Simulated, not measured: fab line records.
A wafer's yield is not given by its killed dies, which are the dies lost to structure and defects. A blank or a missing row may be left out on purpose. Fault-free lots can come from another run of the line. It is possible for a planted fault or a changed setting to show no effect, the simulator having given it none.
One fault through the eyes of 2 desks / flow gf180mcu / numbers are kept per desk, each desk with only its own; the story behind them comes last

## AT THE TOOL OWNER'S DESK: krf-scanner-01
The tool's own readings at GF_M4_EXPOSE_11 (exposes mask Metal4, target cd 280 nm): means of the sampled wafers that have a number, for each lot that ran on this tool. If a lot's mean is further than 4 standard deviations from the usual mean, the lot is out of limits and carries the mark OUT (the distance appears in the brackets).
Columns: A = exposure-dose-mJ-cm2 at GF_M4_EXPOSE_11, usual 27.943
lot=L834; first seen here=day 24 00:56; A=27.946
lot=L838; first seen here=day 25 17:39; A=28.721 (+30) OUT
lot=L840; first seen here=day 26 17:41; A=28.586 (+25) OUT
This desk's finding: out of limits on L838, L840; first on L838, day 25 17:39 (exposure-dose-mJ-cm2 at GF_M4_EXPOSE_11). In limits: L834.

## METROLOGY DESK
What the gauges read, lot by lot, whatever tool the lot ran on: means of the sampled wafers that have a number. If a lot's mean is further than 4 standard deviations from the usual mean, the lot is out of limits and carries the mark OUT (the distance appears in the brackets).
Columns: A = M4_ALCU_RS at GF_M4_RS_MEAS_05, usual 0.0699 ohm/sq; B = M4_ALCU_THK at GF_M4_THK_MEAS_06, usual 441 nm; C = cd-nm at GF_M4_CD_MEAS_14, usual 279.9 nm; D = M4_OVL at GF_M4_OVL_MEAS_15, usual 5 nm
lot=L831; first seen here=day 22 22:00; A=0.0703; B=437; C=279.7; D=8
lot=L834; first seen here=day 23 13:52; A=0.0699; B=438; C=279.7; D=3
lot=L838; first seen here=day 25 06:23; A=0.0695; B=439; C=276.4; D=-3
lot=L840; first seen here=day 26 06:19; A=0.0697; B=444; C=277.4; D=5
lot=L842; first seen here=day 26 09:55; A=0.0687; B=451; C=279.6; D=7
lot=L849; first seen here=day 28 14:55; A=0.0707; B=435; C=279.2; D=10
Result from this desk: across the 6 lots, nothing is out of limits.

## TAKEN TOGETHER
The tool owner's desk could have raised an alarm at day 25 17:39, on L838, L840.
The metrology desk saw nothing out of limits.
The metrology desk has L838, L840 on record, within its limits.
GF_M4_EXPOSE_11 was run on krf-scanner-01 by each of the lots named.

## WHAT THE SIMULATOR PUT IN
Process parameter drift: krf-scanner-01, from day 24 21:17 on, at GF_M4_EXPOSE_11. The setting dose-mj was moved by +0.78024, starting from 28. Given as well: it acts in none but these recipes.
Shown lots that were struck: L838, L840.
How many hours passed from the start of the fault until each desk's first out-of-limits reading: the tool owner's desk, 20.
